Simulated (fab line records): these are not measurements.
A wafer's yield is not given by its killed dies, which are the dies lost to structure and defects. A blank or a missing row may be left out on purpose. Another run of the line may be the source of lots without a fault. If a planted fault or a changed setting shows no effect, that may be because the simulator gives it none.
Commonality check across tools -- flow sky130 -- Sampled: 10 lots, 30 wafers

== THE REASON FOR OPENING IT ==
2 of 10 lots carry a flag on the reading SD_N_RS at SKY_SD_N_RS_MEAS_16. Fault-free wafers read 68.42 ohm/sq, with a standard deviation of 0.099.
Rule: a lot is flagged in two cases, either no wafer of it has a number, or all its wafers with numbers fall more than 4 standard deviations from that mean. The rest of the lots are taken to be sound.

lot,measured,on,"SD_N_RS (ohm/sq), wafer by wafer",flag
L647,day 28 15:39,filmMetro-02,68.32 68.51 68.44,
L649,day 29 23:11,filmMetro-01,68.44 68.60 68.39,
L651,day 30 04:18,filmMetro-02,68.41 68.54 68.41,
L652,day 30 08:12,filmMetro-01,68.51 68.50 68.55,
L653,day 31 09:58,filmMetro-04,71.02 71.10 70.98,FLAGGED
L654,day 31 15:30,filmMetro-01,71.11 71.20 71.22,FLAGGED
L662,day 33 10:46,filmMetro-01,68.45 68.67 68.50,
L665,day 34 16:43,filmMetro-02,68.47 68.58 68.55,
L666,day 34 19:13,filmMetro-02,68.53 68.37 68.60,
L667,day 35 01:06,filmMetro-04,68.38 68.41 68.44,
Average over the flagged lots: 71.11 ohm/sq; offset from the usual +2.69 ohm/sq, equal to +27 standard deviations.

== WHICH TOOL EACH LOT WENT THROUGH ==
3 process steps preceding the reading are held in the record, out of 708 steps in the route. In each cell: the tool, then ch and the chambers that the sampled wafers went through, then the start.
lot,flag,SKY_POLY_CUT_STRIP_12,SKY_SD_N_STRIP_11,SKY_SD_N_RTA_14
L647,,"plasmaAsher-03 ch 0,1, day 25 03:12","plasmaAsher-04 ch 0,1, day 28 15:16","rtpAnneal-02 ch 0, day 28 15:29"
L649,,"plasmaAsher-03 ch 0,1, day 26 10:27","plasmaAsher-02 ch 0,1, day 29 22:47","rtpAnneal-01 ch 0, day 29 23:00"
L651,,"plasmaAsher-02 ch 0,1, day 26 15:18","plasmaAsher-04 ch 0,1, day 30 03:55","rtpAnneal-02 ch 0, day 30 04:07"
L652,,"plasmaAsher-04 ch 0,1, day 26 20:27","plasmaAsher-01 ch 0,1, day 30 07:49","rtpAnneal-01 ch 0, day 30 08:02"
L653,FLAGGED,"plasmaAsher-02 ch 0,1, day 27 21:01","plasmaAsher-04 ch 0,1, day 31 09:35","rtpAnneal-02 ch 0, day 31 09:48"
L654,FLAGGED,"plasmaAsher-03 ch 0,1, day 28 05:13","plasmaAsher-04 ch 0,1, day 31 15:07","rtpAnneal-02 ch 0, day 31 15:19"
L662,,"plasmaAsher-02 ch 0,1, day 30 02:27","plasmaAsher-04 ch 0,1, day 33 10:22","rtpAnneal-01 ch 0, day 33 10:35"
L665,,"plasmaAsher-02 ch 0,1, day 31 08:04","plasmaAsher-01 ch 0,1, day 34 16:20","rtpAnneal-02 ch 0, day 34 16:33"
L666,,"plasmaAsher-03 ch 0,1, day 31 10:40","plasmaAsher-02 ch 0,1, day 34 18:50","rtpAnneal-01 ch 0, day 34 19:03"
L667,,"plasmaAsher-04 ch 0,1, day 31 16:36","plasmaAsher-01 ch 0,1, day 35 00:41","rtpAnneal-02 ch 0, day 35 00:55"
These steps, and what they do:
- SKY_POLY_CUT_STRIP_12: strips in O2/N2.
- SKY_SD_N_STRIP_11: strips in O2/N2.
- SKY_SD_N_RTA_14: time 2 s.
- SKY_SD_N_RS_MEAS_16: measures by four-point-probe.

== FLAGGED OVER TOTAL, TOOL BY TOOL (the gauges that took the reading come last) ==
step,tool,lots run,flagged,share of the flagged lots,sound lots run after its first flagged lot
SKY_POLY_CUT_STRIP_12,plasmaAsher-02,4,1,some,"2 (L662,L665)"
SKY_POLY_CUT_STRIP_12,plasmaAsher-03,4,1,some,1 (L666)
SKY_POLY_CUT_STRIP_12,plasmaAsher-04,2,0,none,-
SKY_SD_N_STRIP_11,plasmaAsher-01,3,0,none,-
SKY_SD_N_STRIP_11,plasmaAsher-02,2,0,none,-
SKY_SD_N_STRIP_11,plasmaAsher-04,5,2,all,1 (L662)
SKY_SD_N_RTA_14,rtpAnneal-01,4,0,none,-
SKY_SD_N_RTA_14,rtpAnneal-02,6,2,all,"2 (L665,L667)"
SKY_SD_N_RS_MEAS_16,filmMetro-01,4,1,some,1 (L662)
SKY_SD_N_RS_MEAS_16,filmMetro-02,4,0,none,-
SKY_SD_N_RS_MEAS_16,filmMetro-04,2,1,some,1 (L667)

== WHAT THE TABLE ALLOWS ==
2 rows of the table ran every flagged lot: plasmaAsher-04 at SKY_SD_N_STRIP_11, rtpAnneal-02 at SKY_SD_N_RTA_14.
- plasmaAsher-04 at SKY_SD_N_STRIP_11: 2 of its 5 lots flagged. After the first flagged lot (L662), sound lots still ran on it; a lasting fault on the whole tool would not permit that.
- rtpAnneal-02 at SKY_SD_N_RTA_14: 2 of its 6 lots flagged. After the first flagged lot (L665, L667), sound lots still ran on it; a lasting fault on the whole tool would not permit that.
Not one row of the table ran every flagged lot while running no sound lot after the first.

== WHAT THE SIMULATOR HAD PUT IN ==
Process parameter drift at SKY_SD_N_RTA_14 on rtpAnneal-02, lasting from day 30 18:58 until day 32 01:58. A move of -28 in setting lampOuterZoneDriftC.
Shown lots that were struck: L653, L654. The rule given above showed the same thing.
